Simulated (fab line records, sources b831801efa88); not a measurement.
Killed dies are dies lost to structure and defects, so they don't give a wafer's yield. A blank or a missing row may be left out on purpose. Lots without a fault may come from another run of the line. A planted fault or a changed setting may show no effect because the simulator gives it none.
A struck lot beside a sound one | flow sfq_line | 14 steps out of a route of 325
Sound: wafers L957.1, L957.2, L957.4. Struck: wafer L946.4. (L946.2, L946.6 of the same lot were not struck and are left out.) The cause comes at the end.
At each step with rows: each side's tool, then ch and its chambers, then its first start. Under that, the readings that differ: sound wafers | struck wafers | difference of the means | sigmas: that difference in standard deviations of wafers without a fault.
alike: readings whose means differ by less than 2 such deviations, and words and numbers that are the same on both sides. not compared: withheld readings, readings that some wafer has no value for, bounds like >300 that may hide the same value, and numbers for which the record gives no deviation and whose values overlap.
The two part at a step that has a row with sigmas, a row that says differs or no value, or rows on one side only. Numbers that don't overlap but have no deviation are shown without sigmas and don't part them. A reading that every wafer of one side lacks parts them only if that side has two wafers or more.

first, 2 steps without rows for these wafers: SFQ_TRILAYER_I1_VIA_STRIP_SOLV_CLEAN_054 (cleans in NMP, time 600 s); SFQ_TRILAYER_M2_DEP_PRE_CLEAN_056 (time 22.5 s).
SFQ_TRILAYER_M2_DEP_SPUTTER_055: material Nb, target thk 200 nm, time 133.3 s.
  sound on pvd_sputter-04, day 38 10:16; struck on pvd_sputter-06, day 34 10:04
  alike: chamber_pressure_pa, throttle_valve_pct
SFQ_M2_RS_MEAS_914: measures by four-point-probe.
  sound on film_metro-03, day 38 10:21; struck on film_metro-01, day 34 10:11
  alike: M2_NB_RS
then, 6 steps without rows for these wafers: SFQ_TRILAYER_M2_LITHO_COAT_062 (resist thk 62 nm); SFQ_TRILAYER_M2_LITHO_COAT_057 (resist thk 600 nm); SFQ_TRILAYER_M2_LITHO_SOFTBAKE_061; SFQ_TRILAYER_M2_LITHO_EXPOSE_058 (exposes mask M2, target cd 500 nm); SFQ_TRILAYER_M2_LITHO_PEB_060 (peb time 60 s); SFQ_TRILAYER_M2_LITHO_DEVELOP_059 (time 60 s).
SFQ_M2_OVL_MEAS_916:
  sound on overlay-01, day 44 17:14; struck on overlay-02, day 34 13:53
  alike: M2_OVL
SFQ_TRILAYER_M2_BARC_OPEN_METAL_ETCH_077: etches BARC in O2, target depth 125 nm, time 41.7 s.
  sound on rie_metal-02 ch 0,1, day 44 17:16; struck on rie_metal-01 ch 0, day 34 13:55
  reading                                             | sound             | struck | difference | sigmas
  oes_product_au (a.u.)                               | 0.689 0.683 0.694 | 0.808  | +0.119     | +27
  run_length_s (s)                                    | 69.7 70.0 70.3    | 62.6   | -7.4       | -18
  model.KrF_of_TRILAYER_M2_LITHO_COAT_057.thk_nm (nm) | 523.4 522.9 523.4 | 533.4  | +10.2      |
  alike: drypump_motor_current_A
  not compared: rf_hours_counter_h
SFQ_TRILAYER_M2_ETCH_METAL_ETCH_060: etches Nb in Cl2/Ar, stops on SiO2, target depth 240 nm, time 120 s.
  sound on rie_metal-02 ch 0,1, day 44 17:20; struck on rie_metal-01 ch 0, day 34 13:59
  reading                                             | sound             | struck | difference | sigmas
  model.KrF_of_TRILAYER_M2_LITHO_COAT_057.thk_nm (nm) | 384.4 382.2 382.1 | 393.2  | +10.3      |
  alike: drypump_motor_current_A, oes_product_au, run_length_s
  not compared: rf_hours_counter_h
SFQ_TRILAYER_M2_STRIP_STRIP_061: strips in O2.
  sound on rie_metal-02 ch 0,1, day 44 17:27; struck on rie_metal-01 ch 0, day 34 14:07
  alike: drypump_motor_current_A, oes_product_au
  not compared: rf_hours_counter_h

WHERE THEY PART
Only at SFQ_TRILAYER_M2_BARC_OPEN_METAL_ETCH_077, within this record. Later steps at which nothing parts them and some readings are alike: SFQ_TRILAYER_M2_ETCH_METAL_ETCH_060, SFQ_TRILAYER_M2_STRIP_STRIP_061.

WHY: what the simulator had put in
Process parameter drift: rie_metal-01, from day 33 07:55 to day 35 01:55, at SFQ_TRILAYER_M2_BARC_OPEN_METAL_ETCH_077. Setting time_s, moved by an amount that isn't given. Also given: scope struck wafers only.
